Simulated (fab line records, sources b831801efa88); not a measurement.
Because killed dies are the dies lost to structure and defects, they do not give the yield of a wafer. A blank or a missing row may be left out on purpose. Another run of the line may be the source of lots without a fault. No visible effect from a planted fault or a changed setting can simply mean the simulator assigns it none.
What tool caused it? + flow gf180mcu + 72 wafers from 24 lots sampled at 6 of the route's 602 steps

WHAT EACH GAUGE READ, for each wafer
GF_V1_OVL_MEAS_15. Usual: V1_OVL typically reads 1 nm, with standard deviation 4.3.
| lot  | measured     | on         | V1_OVL (nm) | flag |
|------|--------------|------------|-------------|------|
| L074 | day 18 04:38 | overlay-01 | 7 5 5       |      |
| L075 | day 18 21:32 | overlay-01 | -1 -2 -3    |      |
| L076 | day 19 14:54 | overlay-01 | 2 9 3       |      |
| L077 | day 19 15:04 | overlay-02 | 4 1 8       |      |
| L078 | day 19 23:00 | overlay-02 | 9 -4 2      |      |
| L079 | day 20 12:52 | overlay-02 | -7 1 -4     |      |
| L080 | day 20 13:48 | overlay-02 | -1 -3 -7    |      |
| L081 | day 21 03:37 | overlay-01 | -5 4 0      |      |
| L082 | day 21 21:07 | overlay-01 | -9 -2 -4    |      |
| L084 | day 21 22:19 | overlay-01 | 8 7 6       |      |
| L083 | day 21 22:35 | overlay-01 | 1 -2 7      |      |
| L085 | day 22 13:13 | overlay-02 | -1 -1 -10   |      |
| L086 | day 22 14:26 | overlay-01 | 6 0 -2      |      |
| L087 | day 23 10:42 | overlay-01 | -8 -1 0     |      |
| L088 | day 23 12:25 | overlay-01 | 0 2 2       |      |
| L089 | day 24 00:29 | overlay-01 | 4 11 2      |      |
| L090 | day 24 01:34 | overlay-02 | 3 4 8       |      |
| L091 | day 24 05:10 | overlay-02 | 1 1 2       |      |
| L092 | day 24 13:13 | overlay-01 | -2 9 -1     |      |
| L094 | day 24 23:23 | overlay-02 | -2 -3 3     |      |
| L093 | day 25 03:47 | overlay-01 | 5 1 4       |      |
| L095 | day 25 05:58 | overlay-02 | -4 -2 0     |      |
| L096 | day 25 15:44 | overlay-02 | 4 4 -3      |      |
| L097 | day 25 18:49 | overlay-02 | -8 0 -2     |      |

GF_V2_RS_MEAS_24: measurement is done with a four-point probe. Usual: V2_W_RS typically reads 0.326 ohm/sq, with standard deviation 0.004.
| lot  | measured     | on           | V2_W_RS (ohm/sq)  | flag |
|------|--------------|--------------|-------------------|------|
| L074 | day 20 09:01 | filmMetro-04 | 0.332 0.324 0.322 |      |
| L075 | day 21 01:57 | filmMetro-04 | 0.330 0.322 0.324 |      |
| L076 | day 21 18:42 | filmMetro-04 | 0.330 0.325 0.324 |      |
| L077 | day 21 18:34 | filmMetro-01 | 0.322 0.333 0.324 |      |
| L078 | day 22 03:31 | filmMetro-04 | 0.319 0.319 0.327 |      |
| L079 | day 22 16:53 | filmMetro-04 | 0.322 0.321 0.322 |      |
| L080 | day 22 17:38 | filmMetro-03 | 0.332 0.322 0.335 |      |
| L081 | day 23 06:14 | filmMetro-04 | 0.325 0.323 0.323 |      |
| L082 | day 23 22:19 | filmMetro-03 | 0.330 0.330 0.328 |      |
| L084 | day 23 23:40 | filmMetro-04 | 0.318 0.328 0.318 |      |
| L083 | day 24 00:22 | filmMetro-03 | 0.322 0.324 0.322 |      |
| L085 | day 24 12:47 | filmMetro-01 | 0.331 0.328 0.326 |      |
| L086 | day 24 14:53 | filmMetro-04 | 0.326 0.323 0.330 |      |
| L087 | day 25 10:07 | filmMetro-01 | 0.324 0.330 0.327 |      |
| L088 | day 25 11:35 | filmMetro-01 | 0.322 0.328 0.328 |      |
| L089 | day 25 23:01 | filmMetro-01 | 0.330 0.327 0.327 |      |
| L090 | day 25 23:59 | filmMetro-04 | 0.334 0.333 0.328 |      |
| L091 | day 26 03:42 | filmMetro-03 | 0.326 0.320 0.322 |      |
| L092 | day 26 10:41 | filmMetro-03 | 0.325 0.331 0.325 |      |
| L094 | day 26 20:58 | filmMetro-04 | 0.333 0.326 0.328 |      |
| L093 | day 27 00:43 | filmMetro-03 | 0.323 0.323 0.330 |      |
| L095 | day 27 03:14 | filmMetro-01 | 0.325 0.329 0.327 |      |
| L096 | day 27 12:45 | filmMetro-01 | 0.327 0.329 0.322 |      |
| L097 | day 27 14:12 | filmMetro-03 | 0.322 0.326 0.324 |      |

GF_M3_OVL_MEAS_15. Usual: M3_OVL typically reads -2 nm, with standard deviation 5.
| lot  | measured     | on         | M3_OVL (nm) | flag |
|------|--------------|------------|-------------|------|
| L074 | day 21 09:10 | overlay-01 | -9 0 -7     |      |
| L075 | day 22 02:58 | overlay-01 | 1 -3 -1     |      |
| L076 | day 22 18:55 | overlay-02 | -8 1 -1     |      |
| L077 | day 22 18:16 | overlay-02 | -2 -2 -5    |      |
| L078 | day 23 03:40 | overlay-02 | -1 -13 -13  |      |
| L079 | day 23 16:10 | overlay-01 | 1 -8 -3     |      |
| L080 | day 23 17:09 | overlay-02 | -6 1 -2     |      |
| L081 | day 24 06:04 | overlay-01 | 2 7 3       |      |
| L082 | day 24 21:06 | overlay-02 | 0 -3 -1     |      |
| L084 | day 24 22:28 | overlay-02 | 8 7 0       |      |
| L083 | day 24 22:49 | overlay-02 | -2 4 9      |      |
| L085 | day 25 10:36 | overlay-01 | -2 -1 -2    |      |
| L086 | day 25 12:55 | overlay-02 | 1 -7 -4     |      |
| L087 | day 26 07:27 | overlay-02 | -3 -6 -1    |      |
| L088 | day 26 08:25 | overlay-02 | -12 -4 -6   |      |
| L089 | day 26 19:40 | overlay-02 | 5 -5 -8     |      |
| L090 | day 26 21:49 | overlay-01 | 2 0 2       |      |
| L091 | day 27 00:46 | overlay-02 | -5 -8 -8    |      |
| L092 | day 27 07:43 | overlay-01 | -5 -14 1    |      |
| L094 | day 27 17:09 | overlay-01 | -4 0 4      |      |
| L093 | day 27 22:07 | overlay-01 | -3 1 9      |      |
| L095 | day 28 00:10 | overlay-02 | 0 0 0       |      |
| L096 | day 28 09:00 | overlay-02 | 3 -4 4      |      |
| L097 | day 28 10:16 | overlay-01 | -9 -10 -2   |      |

EACH LOT AND THE TOOL THAT RAN IT (in order: tool; ch and the chambers of the sampled wafers; start)
| lot  | GF_V1_CVD_23                 | GF_M2_SPUTTER_04            | GF_V2_SPUTTER_22            |
|------|------------------------------|-----------------------------|-----------------------------|
| L074 | cvdW-01 ch 0,1, day 18 05:52 | pvdSputter-04, day 18 06:36 | pvdSputter-01, day 20 08:49 |
| L075 | cvdW-02 ch 0,1, day 18 22:19 | pvdSputter-04, day 18 23:05 | pvdSputter-02, day 21 01:46 |
| L076 | cvdW-02 ch 0,1, day 19 15:44 | pvdSputter-04, day 19 16:30 | pvdSputter-01, day 21 18:28 |
| L077 | cvdW-01 ch 0,1, day 19 15:53 | pvdSputter-01, day 19 16:40 | pvdSputter-02, day 21 18:25 |
| L078 | cvdW-02 ch 0, day 19 23:53   | pvdSputter-01, day 20 00:40 | pvdSputter-01, day 22 03:20 |
| L079 | cvdW-02 ch 0, day 20 14:04   | pvdSputter-01, day 20 14:51 | pvdSputter-02, day 22 16:44 |
| L080 | cvdW-01 ch 0,1, day 20 14:36 | pvdSputter-04, day 20 15:22 | pvdSputter-01, day 22 17:29 |
| L081 | cvdW-02 ch 0,1, day 21 04:45 | pvdSputter-04, day 21 05:31 | pvdSputter-03, day 23 06:04 |
| L082 | cvdW-01 ch 0,1, day 21 21:56 | pvdSputter-01, day 21 22:42 | pvdSputter-03, day 23 22:10 |
| L084 | cvdW-01 ch 0,1, day 21 23:07 | pvdSputter-01, day 21 23:55 | pvdSputter-02, day 23 23:31 |
| L083 | cvdW-02 ch 0,1, day 21 23:26 | pvdSputter-03, day 22 00:10 | pvdSputter-03, day 24 00:10 |
| L085 | cvdW-02 ch 0,1, day 22 14:02 | pvdSputter-04, day 22 14:49 | pvdSputter-03, day 24 12:38 |
| L086 | cvdW-02 ch 0,1, day 22 15:15 | pvdSputter-03, day 22 16:01 | pvdSputter-02, day 24 14:40 |
| L087 | cvdW-01 ch 0,1, day 23 11:30 | pvdSputter-04, day 23 12:16 | pvdSputter-02, day 25 09:58 |
| L088 | cvdW-02 ch 0,1, day 23 13:13 | pvdSputter-01, day 23 13:59 | pvdSputter-01, day 25 11:26 |
| L089 | cvdW-01 ch 0,1, day 24 01:19 | pvdSputter-04, day 24 02:02 | pvdSputter-02, day 25 22:49 |
| L090 | cvdW-01 ch 0,1, day 24 02:23 | pvdSputter-03, day 24 03:07 | pvdSputter-02, day 25 23:46 |
| L091 | cvdW-01 ch 0,1, day 24 05:58 | pvdSputter-01, day 24 06:44 | pvdSputter-01, day 26 03:32 |
| L092 | cvdW-02 ch 0,1, day 24 14:02 | pvdSputter-01, day 24 14:46 | pvdSputter-03, day 26 10:29 |
| L094 | cvdW-01 ch 1, day 25 00:13   | pvdSputter-04, day 25 00:59 | pvdSputter-03, day 26 20:48 |
| L093 | cvdW-02 ch 0,1, day 25 04:37 | pvdSputter-03, day 25 05:20 | pvdSputter-02, day 27 00:32 |
| L095 | cvdW-01 ch 0,1, day 25 06:46 | pvdSputter-03, day 25 07:32 | pvdSputter-03, day 27 03:05 |
| L096 | cvdW-02 ch 0,1, day 25 16:32 | pvdSputter-03, day 25 17:18 | pvdSputter-01, day 27 12:35 |
| L097 | cvdW-02 ch 0,1, day 25 19:37 | pvdSputter-03, day 25 20:23 | pvdSputter-02, day 27 14:02 |
- GF_V1_CVD_23: deposits W, target thk 350 nm, time 105.05 s.
- GF_M2_SPUTTER_04: material TiN, target thk 50 nm, time 41.7 s.
- GF_V2_SPUTTER_22: material TiN, target thk 10 nm, time 40 s.

AS READ BY THE TOOLS THEMSELVES (means over the sampled wafers that have a number; for cases with no such wafer, the mark the record gives instead)
GF_V1_CVD_23. Usual: heaterPowerOuterW 502 W, standard deviation 17; heaterPowerW 789 W, standard deviation 42.
| lot  | tool    | heaterPowerOuterW (W) | heaterPowerW (W) | flag |
|------|---------|-----------------------|------------------|------|
| L074 | cvdW-01 | 495                   | 756              |      |
| L075 | cvdW-02 | 494                   | 793              |      |
| L076 | cvdW-02 | 505                   | 811              |      |
| L077 | cvdW-01 | 501                   | 757              |      |
| L078 | cvdW-02 | 490                   | 757              |      |
| L079 | cvdW-02 | 484                   | 759              |      |
| L080 | cvdW-01 | 496                   | 761              |      |
| L081 | cvdW-02 | 508                   | 816              |      |
| L082 | cvdW-01 | 494                   | 775              |      |
| L084 | cvdW-01 | 502                   | 752              |      |
| L083 | cvdW-02 | 507                   | 808              |      |
| L085 | cvdW-02 | 515                   | 811              |      |
| L086 | cvdW-02 | 509                   | 801              |      |
| L087 | cvdW-01 | 512                   | 787              |      |
| L088 | cvdW-02 | 505                   | 820              |      |
| L089 | cvdW-01 | 500                   | 764              |      |
| L090 | cvdW-01 | 501                   | 767              |      |
| L091 | cvdW-01 | 499                   | 792              |      |
| L092 | cvdW-02 | 503                   | 815              |      |
| L094 | cvdW-01 | 516                   | 829              |      |
| L093 | cvdW-02 | 504                   | 813              |      |
| L095 | cvdW-01 | 506                   | 769              |      |
| L096 | cvdW-02 | 495                   | 801              |      |
| L097 | cvdW-02 | 494                   | 791              |      |

GF_M2_SPUTTER_04. Usual: throttleValvePct reads 29.7 % (standard deviation 1.4).
| lot  | tool          | throttleValvePct (%) | flag |
|------|---------------|----------------------|------|
| L074 | pvdSputter-04 | 28.9                 |      |
| L075 | pvdSputter-04 | 29.9                 |      |
| L076 | pvdSputter-04 | 29.7                 |      |
| L077 | pvdSputter-01 | 30.1                 |      |
| L078 | pvdSputter-01 | 30.6                 |      |
| L079 | pvdSputter-01 | 30.4                 |      |
| L080 | pvdSputter-04 | 29.5                 |      |
| L081 | pvdSputter-04 | 29.0                 |      |
| L082 | pvdSputter-01 | 30.6                 |      |
| L084 | pvdSputter-01 | 28.5                 |      |
| L083 | pvdSputter-03 | 30.1                 |      |
| L085 | pvdSputter-04 | 29.5                 |      |
| L086 | pvdSputter-03 | 29.8                 |      |
| L087 | pvdSputter-04 | 29.2                 |      |
| L088 | pvdSputter-01 | 28.8                 |      |
| L089 | pvdSputter-04 | 29.5                 |      |
| L090 | pvdSputter-03 | 30.1                 |      |
| L091 | pvdSputter-01 | 29.7                 |      |
| L092 | pvdSputter-01 | 29.8                 |      |
| L094 | pvdSputter-04 | 28.9                 |      |
| L093 | pvdSputter-03 | 29.3                 |      |
| L095 | pvdSputter-03 | 29.8                 |      |
| L096 | pvdSputter-03 | 30.3                 |      |
| L097 | pvdSputter-03 | 29.3                 |      |

GF_V2_SPUTTER_22. Usual: throttleValvePct reads 30.0 % (standard deviation 1.1).
| lot  | tool          | throttleValvePct (%) | flag |
|------|---------------|----------------------|------|
| L074 | pvdSputter-01 | 29.8                 |      |
| L075 | pvdSputter-02 | 30.3                 |      |
| L076 | pvdSputter-01 | 30.6                 |      |
| L077 | pvdSputter-02 | 29.8                 |      |
| L078 | pvdSputter-01 | 28.9                 |      |
| L079 | pvdSputter-02 | 29.6                 |      |
| L080 | pvdSputter-01 | 29.3                 |      |
| L081 | pvdSputter-03 | 30.6                 |      |
| L082 | pvdSputter-03 | 29.6                 |      |
| L084 | pvdSputter-02 | 30.5                 |      |
| L083 | pvdSputter-03 | 30.6                 |      |
| L085 | pvdSputter-03 | 29.7                 |      |
| L086 | pvdSputter-02 | 30.4                 |      |
| L087 | pvdSputter-02 | 30.1                 |      |
| L088 | pvdSputter-01 | 29.1                 |      |
| L089 | pvdSputter-02 | 30.2                 |      |
| L090 | pvdSputter-02 | 29.9                 |      |
| L091 | pvdSputter-01 | 28.5                 |      |
| L092 | pvdSputter-03 | 30.7                 |      |
| L094 | pvdSputter-03 | 29.8                 |      |
| L093 | pvdSputter-02 | 30.0                 |      |
| L095 | pvdSputter-03 | 30.4                 |      |
| L096 | pvdSputter-01 | 29.3                 |      |
| L097 | pvdSputter-02 | 30.0                 |      |

THE ANSWER, worked out from the rows above alone
Rule: lot off if the mean of its wafers having a number is beyond 3 standard deviations from the usual mean. A lot without any number at a reading at which 4 lots or more have one is off too. Any other lot the step has rows for is counted as sound. First the gauges in route order, then the tools' own readings, where a lot's mean is used as printed above. The first step at which some lot is off is used, and at that step the reading that is off furthest; a lot without a number counts as furthest.
No lot is off at any reading shown: from this, nothing can be told.

WHAT HAD BEEN PUT IN BY THE SIMULATOR
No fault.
